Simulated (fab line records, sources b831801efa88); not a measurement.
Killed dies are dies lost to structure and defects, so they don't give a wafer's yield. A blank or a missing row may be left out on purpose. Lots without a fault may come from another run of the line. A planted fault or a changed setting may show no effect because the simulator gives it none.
A struck lot beside a sound one | flow sky130 | 42 steps out of a route of 708
Sound: wafers L624.2, L624.4, L624.5. Struck: wafers L630.1, L630.3, L630.6. The cause comes at the end.
At each step with rows: each side's tool, then ch and its chambers, then its first start. Under that, the readings that differ: sound wafers | struck wafers | difference of the means | sigmas: that difference in standard deviations of wafers without a fault.
alike: readings whose means differ by less than 2 such deviations, and words and numbers that are the same on both sides. not compared: withheld readings, readings that some wafer has no value for, bounds like >300 that may hide the same value, and numbers for which the record gives no deviation and whose values overlap.
The two part at a step that has a row with sigmas, a row that says differs or no value, or rows on one side only. Numbers that don't overlap but have no deviation are shown without sigmas and don't part them. A reading that every wafer of one side lacks parts them only if that side has two wafers or more.

first, 1 step without rows for these wafers: SKY_NWELL_IMPLANT_24.
SKY_NWELL_STRIP_25: strips in O2/N2.
  sound on plasma_asher-03 ch 0,1, day 6 13:30; struck on plasma_asher-03 ch 1, day 7 21:18
  alike: drypump_motor_current_A, oes_product_au, strip_time_to_endpoint_s
  not compared: rf_hours_counter_h
SKY_NWELL_TW_MEAS_26:
  sound on film_metro-03, day 6 13:37; struck on film_metro-02, day 7 21:24
  alike: NWELL_2_TW
then, 1 step without rows for these wafers: SKY_NWELL_CLEAN_27 (cleans in SC1/SC2, time 150 s).
SKY_NWELL_RTA_28: time 30 s.
  sound on rtp_anneal-01 ch 0, day 6 13:44; struck on rtp_anneal-01 ch 0, day 7 21:31
  alike: lamp_power_pct, wafer_temp_C_max
SKY_NWELL_RS_MEAS_29: measures by four-point-probe.
  sound on film_metro-04, day 6 13:50; struck on film_metro-04, day 7 21:37
  alike: NWELL_RS
SKY_NWELL_RS_MEAS_31: measures by four-point-probe.
  sound on film_metro-04, day 6 14:04; struck on film_metro-04, day 7 21:51
  reading          | sound          | struck         | difference | sigmas
  PWDE_RS (ohm/sq) | 5297 5293 5305 | 5257 5250 5272 | -39        | -2
then, 4 steps without rows for these wafers: SKY_VT_ADJUST_HVTP_DEHYDRATE_00 (time 60 s); SKY_VT_ADJUST_HVTP_HMDS_01 (prime time 60 s); SKY_VT_ADJUST_HVTP_COAT_02 (resist thk 1140 nm); SKY_VT_ADJUST_HVTP_SOFTBAKE_03 (time 60 s).
SKY_VT_ADJUST_HVTP_EXPOSE_04: exposes mask HVTPM, target cd 380 nm.
  sound on iline_stepper-01 ch 0, day 7 00:10; struck on iline_stepper-01 ch 0, day 8 08:36
  reading | sound                   | struck                                                | difference | sigmas
  mask    | HVTPM#0 HVTPM#0 HVTPM#0 | HVN_STD_DERIVED#0 HVN_STD_DERIVED#0 HVN_STD_DERIVED#0 | differs    |
  alike: exposure_dose_mJ_cm2
then, 2 steps without rows for these wafers: SKY_VT_ADJUST_HVTP_PEB_05; SKY_VT_ADJUST_HVTP_DEVELOP_06 (develop time 60 s).
SKY_VT_ADJUST_HVTP_CD_MEAS_07: target cd 380 nm.
  sound on cd_sem-02, day 7 10:01; struck on cd_sem-01, day 8 18:37
  reading    | sound             | struck | difference                    | sigmas
  cd_nm (nm) | 376.3 379.4 379.6 | - - -  | no value on the struck wafers |
SKY_VT_ADJUST_HVTP_OVL_MEAS_08:
  sound on overlay-02, day 7 10:08; struck on overlay-01, day 8 18:44
  reading                 | sound         | struck | difference                    | sigmas
  VT_ADJUST_HVTP_OVL (nm) | 0.3 -1.1 -0.1 | - - -  | no value on the struck wafers |
then, 1 step without rows for these wafers: SKY_VT_ADJUST_HVTP_IMPLANT_09.
SKY_VT_ADJUST_HVTP_STRIP_10: strips in O2/N2.
  sound on plasma_asher-03 ch 0,1, day 7 10:19; struck on plasma_asher-01 ch 0,1, day 8 18:55
  alike: drypump_motor_current_A, oes_product_au, strip_time_to_endpoint_s
  not compared: rf_hours_counter_h
SKY_VT_ADJUST_HVTP_TW_MEAS_11:
  sound on film_metro-03, day 7 10:25; struck on film_metro-01, day 8 19:01
  reading           | sound          | struck   | difference | sigmas
  VT_ADJUST_HVTP_TW | 1374 1366 1368 | 30 30 30 | -1339      | -89
then, 7 steps without rows for these wafers: SKY_VT_ADJUST_LVTN_DEHYDRATE_00 (time 60 s); SKY_VT_ADJUST_LVTN_HMDS_01 (prime time 60 s); SKY_VT_ADJUST_LVTN_COAT_02 (resist thk 3000 nm); SKY_VT_ADJUST_LVTN_SOFTBAKE_03; SKY_VT_ADJUST_LVTN_EXPOSE_04 (exposes mask NWM COMPLEMENT LESS NATIVE, target cd 840 nm); SKY_VT_ADJUST_LVTN_PEB_05; SKY_VT_ADJUST_LVTN_DEVELOP_06 (develop time 60 s).
SKY_VT_ADJUST_LVTN_OVL_MEAS_07:
  sound on overlay-01, day 8 06:19; struck on overlay-02, day 9 16:03
  alike: VT_ADJUST_LVTN_OVL
then, 1 step without rows for these wafers: SKY_VT_ADJUST_LVTN_IMPLANT_08.
SKY_VT_ADJUST_LVTN_STRIP_09: strips in O2/N2.
  sound on plasma_asher-01 ch 0,1, day 8 06:29; struck on plasma_asher-04 ch 0,1, day 9 16:14
  alike: drypump_motor_current_A, oes_product_au, strip_time_to_endpoint_s
  not compared: rf_hours_counter_h
SKY_VT_ADJUST_LVTN_TW_MEAS_10:
  sound on film_metro-02, day 8 06:36; struck on film_metro-01, day 9 16:20
  alike: VT_ADJUST_LVTN_TW
then, 7 steps without rows for these wafers: SKY_VT_ADJUST_LVTN_DEHYDRATE_11 (time 60 s); SKY_VT_ADJUST_LVTN_HMDS_12 (prime time 60 s); SKY_VT_ADJUST_LVTN_COAT_13 (resist thk 1140 nm); SKY_VT_ADJUST_LVTN_SOFTBAKE_14 (time 60 s); SKY_VT_ADJUST_LVTN_EXPOSE_15 (exposes mask HVN STD DERIVED, target cd 600 nm); SKY_VT_ADJUST_LVTN_PEB_16; SKY_VT_ADJUST_LVTN_DEVELOP_17 (develop time 60 s).
SKY_VT_ADJUST_LVTN_OVL_MEAS_18:
  sound on overlay-02, day 9 02:55; struck on overlay-02, day 10 14:22
  alike: VT_ADJUST_LVTN_01_OVL
then, 1 step without rows for these wafers: SKY_VT_ADJUST_LVTN_IMPLANT_19.
SKY_VT_ADJUST_LVTN_STRIP_20: strips in O2/N2.
  sound on plasma_asher-02 ch 1, day 9 03:06; struck on plasma_asher-04 ch 0,1, day 10 14:33
  alike: drypump_motor_current_A, oes_product_au, strip_time_to_endpoint_s
  not compared: rf_hours_counter_h
SKY_VT_ADJUST_LVTN_TW_MEAS_21:
  sound on film_metro-01, day 9 03:13; struck on film_metro-02, day 10 14:39
  reading             | sound             | struck               | difference | sigmas
  VT_ADJUST_LVTN_2_TW | 185.9 186.1 187.2 | 1363.7 1351.4 1347.3 | +1167.7    | +99 or more
-- the record jumps here: 38 days lie between the struck wafers' starts before and after (it left off in module VT_ADJUST_LVTN and takes up again in module PAD_OPEN, whose first step shown is number 708 of the route) --
SKY_PAD_OPEN_PROBE_99:
  sound on prober-02, day 46 23:40; struck on prober-02, day 48 06:41
  reading             | sound    | struck      | difference | sigmas
  killed_at_front_end | 8 22 18  | 426 429 421 | +409       | +91
  killed_dies         | 74 93 86 | 492 492 492 | +408       | +44
  killed_on_rim       | 11 20 13 | 96 96 96    | +81        | +21
  alike: killed_at_M0_to_M3, killed_at_M4_up, killed_at_contacts, killed_at_other, killed_open, killed_short

WHERE THEY PART
First at SKY_NWELL_RS_MEAS_31; last, within this record, at SKY_PAD_OPEN_PROBE_99.

WHY: what the simulator had put in
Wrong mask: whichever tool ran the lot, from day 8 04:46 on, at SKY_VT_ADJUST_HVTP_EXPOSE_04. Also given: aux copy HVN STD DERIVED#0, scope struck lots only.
